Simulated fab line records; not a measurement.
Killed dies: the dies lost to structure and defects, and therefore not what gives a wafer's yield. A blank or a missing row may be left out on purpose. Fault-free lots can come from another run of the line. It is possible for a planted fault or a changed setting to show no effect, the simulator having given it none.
Problem report in the 8D (eight disciplines) form, filled by code + flow gf180mcu + the parts of the form that need people (team, actions taken, sign-off) are left out

1. WHAT WENT WRONG
heater power total W at GF_V3_PEB_12 reads a mean of 86.23 W on 6 wafers of 2 lots; wafers without a fault read 85.70 W with a standard deviation of 0.085. That puts it +6.3 standard deviations away from the usual mean.
The step: peb time 90 s.
Earliest sighting: wafer L340.1 on litho track-03 at day 27 04:04. Wafers with a number at this step in the record: 18, from 6 lots. The rule behind "out" and "out of limits": a value lying over 4 standard deviations away from the usual mean. The rest of the wafers with a number are treated as sound.

2. WHAT IT IS; WHAT IT IS NOT
| question                    | is                                 | is not                                                                   |
|-----------------------------|------------------------------------|--------------------------------------------------------------------------|
| which readings at this step | heater power total W, plate temp C | -                                                                        |
| which lots                  | L340, L342                         | L334, L337, L345, L348                                                   |
| which wafers of those lots  | all that have a number             | -                                                                        |
| read on which tools         | litho track-03                     | litho track-01, litho track-04                                           |
| when                        | from day 27 04:04                  | up to then (6 sound wafers); but 6 sound wafers of L345, L348 came after |

3. WHAT RULES OUT EACH SUSPECT
Counting: a tool at a process step up to the reading stays a suspect if it ran every lot that is out and no sound lot after the first of them.
- pecvd-02 at GF_V3_CVD_02 (deposits SiO2 from TEOS, target thk 850 nm, time 94.851 s): ruled out as a lasting fault. The sound lots L348 went through it after L340, its earliest lot that is out (day 26 07:23).
- cmp-02 at GF_V3_CMP_04 (polishes SiO2): kept. It ran every lot that is out, first L340 (day 26 07:31), and no sound lot after that.
- litho track-03 at GF_V3_PEB_12 (peb time 90 s): kept. It processed each lot that is out, first L340 at day 27 04:04, and no sound lot thereafter; up to then, the last sound lot it processed was L337 at day 26 15:31. Its own heater power total W, plate temp C readings are out on those wafers.
The count leaves litho track-03 at GF_V3_PEB_12 and cmp-02 at GF_V3_CMP_04.

4. THE CAUSE (what the simulator had put in)
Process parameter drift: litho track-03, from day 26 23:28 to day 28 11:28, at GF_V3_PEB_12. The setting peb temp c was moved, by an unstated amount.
Of the 2 suspects that counting leaves, this tool is one.

5. THE EFFECT CHAIN, in route order
One row per reading whose mean, taken over the struck wafers that have a number, lies over 3 standard deviations from the usual. Readings are gone through only where the record gives a usual standard deviation; hours: the median, over the lots, of the time from a lot's start at the first step in this table giving one to that lot's start at this step; sigmas: the change measured in usual standard deviations.
| hours | step         | reading              | usual    | on struck wafers | change | sigmas |
|-------|--------------|----------------------|----------|------------------|--------|--------|
| 0     | GF_V3_PEB_12 | heater power total W | 85.70 W  | 86.23            | +0.53  | +6.3   |
| 0     | GF_V3_PEB_12 | plate temp C         | 135.01 C | 135.61           | +0.60  | +4.6   |
It contains these process steps:
- GF_V3_PEB_12: peb time 90 s.
Later steps that measure or inspect, where all struck wafers having a row at the step show a number for every such reading and not one has moved that far: GF_V3_CD_MEAS_14, GF_V3_OVL_MEAS_15.

6. HOW IT WOULD HAVE BEEN CAUGHT EARLIER
5 hours passed between the start of the fault at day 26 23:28 and the first reading out of limits in this record, taken at day 27 04:04.
